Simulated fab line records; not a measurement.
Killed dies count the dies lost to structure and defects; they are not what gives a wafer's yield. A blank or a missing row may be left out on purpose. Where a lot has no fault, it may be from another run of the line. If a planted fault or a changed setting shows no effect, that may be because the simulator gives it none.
A struck lot beside a sound one    flow sky130    18 steps out of a route of 708
Sound: these wafers, L585.2, L585.4, L585.6. The struck wafers were L577.2, L577.5, L577.6. The cause is named last.
For every step that has rows: the tool of each side, followed by ch and its chambers, followed by its first start. Under that, the readings that differ: sound wafers    struck wafers    difference of the means    sigmas: that difference in standard deviations of wafers without a fault.
alike: a reading whose means differ by less than 2 such deviations, as well as words and numbers matching on both sides. not compared: withheld readings; readings where some wafer has no value; bounds like >300 that might hide an equal value; numbers whose values overlap and for which the record gives no deviation.
The two part at a step that has a row with sigmas, a row that says differs or no value, or rows on one side only. Numbers that have no deviation but don't overlap get no sigmas and don't part them. A reading missing from all wafers of one side parts the sides only when that side holds two or more wafers.

first, 1 step without rows for these wafers: SKY_VT_ADJUST_PCH_IMPLANT_08.
SKY_VT_ADJUST_PCH_STRIP_09: strips in O2/N2.
  sound on plasma-asher-02 ch 0,1, day 17 09:25; struck on plasma-asher-03 ch 0,1, day 14 19:07
  alike: drypump-motor-current-A, oes-product-au, strip-time-to-endpoint-s
  not compared: rf-hours-counter-h
SKY_VT_ADJUST_PCH_TW_MEAS_10:
  sound on film-metro-02, day 17 09:31; struck on film-metro-04, day 14 19:13
reading           sound              struck             difference  sigmas
VT_ADJUST_PCH_TW  142.2 142.1 142.8  145.3 144.1 144.0  +2.1        +3
then, 7 steps without rows for these wafers: SKY_SONOS_TUNNEL_DEHYDRATE_00 (time 60 s); SKY_SONOS_TUNNEL_HMDS_01 (prime time 60 s); SKY_SONOS_TUNNEL_COAT_02 (resist thk 1140 nm); SKY_SONOS_TUNNEL_SOFTBAKE_03 (time 60 s); SKY_SONOS_TUNNEL_EXPOSE_04 (exposes mask TUNM, target cd 410 nm); SKY_SONOS_TUNNEL_PEB_05; SKY_SONOS_TUNNEL_DEVELOP_06 (develop time 60 s).
SKY_SONOS_TUNNEL_CD_MEAS_07 targets a cd of 410 nm.
  sound on cd-sem-02, day 18 15:40; struck on cd-sem-02, day 15 23:01
reading     sound              struck             difference  sigmas
cd-nm (nm)  406.6 405.5 405.0  412.0 411.9 410.7  +5.8        +2
SKY_SONOS_TUNNEL_OVL_MEAS_08:
  sound on overlay-01, day 18 15:46; struck on overlay-01, day 15 23:07
  alike: SONOS_TUNNEL_OVL
SKY_SONOS_TUNNEL_IMPLANT_09:
  sound on implanter-04 ch 0, day 18 15:49; struck on implanter-04 ch 0, day 15 23:10
reading             sound                          struck                        difference  sigmas
dose-ions-cm2       9.997e+11 9.983e+11 9.993e+11  3.461e+11 3.446e+11 3.44e+11  -6.542e+11  -99 or more
faraday-current-uA  5.69 5.80 5.54                 1.88 1.99 1.93                -3.74       -34
then, 2 steps without rows for these wafers: SKY_SONOS_TUNNEL_WET_ETCH_10 (etches SiO2 in dHF, target depth 14 nm, time 280 s); SKY_SONOS_TUNNEL_STRIP_11 (strips in SPM, time 600 s).
SKY_SONOS_TUNNEL_TW_MEAS_12:
  sound on film-metro-01, day 18 16:14; struck on film-metro-03, day 15 23:47
reading          sound              struck             difference  sigmas
SONOS_TUNNEL_TW  195.6 194.6 195.4  146.9 146.6 147.3  -48.3       -27
then, 1 step without rows for these wafers: SKY_SONOS_TUNNEL_CLEAN_13 (cleans in dHF, time 20 s).
-- record jumps: 33 days separate the struck wafers' starts on either side; left off in module SONOS_TUNNEL, taken up again in module PAD_OPEN, whose first shown step is the route's number 708 --
SKY_PAD_OPEN_PROBE_99:
  sound on prober-02, day 50 23:00; struck on prober-02, day 49 09:27
reading                                      sound                    struck                   difference  sigmas
model.etest.tip-sonos.rs-ohm-sq              2609 2588 2594           2564 2581 2550           -32         
model.etest.sonos-uncharged.r-on-ohm-um      806.4 790.1 793.9        784.6 756.6 779.6        -23.2       
model.etest.sonos-programmed.off-log10-a-um  -14.09 -13.91 -13.96     -12.55 -12.36 -12.4      +1.55       
model.etest.sonos-programmed.vt-v (V)        1.549 1.479 1.592        1.225 1.255 1.192        -0.316      
model.etest.sonos-uncharged.vt-v (V)         -0.4108 -0.4532 -0.4622  -0.5821 -0.6671 -0.5857  -0.1696     
model.etest.sonos-baked.vt-v (V)             1.038 0.9227 1.071       0.7483 0.7529 0.741      -0.2632     
  alike: killed_at_M0_to_M3, killed_at_M4_up, killed-at-contacts, killed-at-front-end, killed-at-other, killed-dies, killed-open, killed-short
  not compared: model.etest.sonos-erased.vt-v

## WHERE THEY PART
Last at SKY_SONOS_TUNNEL_TW_MEAS_12 as far as this record goes, first at SKY_VT_ADJUST_PCH_TW_MEAS_10. Later steps at which nothing parts them and some readings are alike: SKY_PAD_OPEN_PROBE_99.

WHY: the cause the simulator had injected
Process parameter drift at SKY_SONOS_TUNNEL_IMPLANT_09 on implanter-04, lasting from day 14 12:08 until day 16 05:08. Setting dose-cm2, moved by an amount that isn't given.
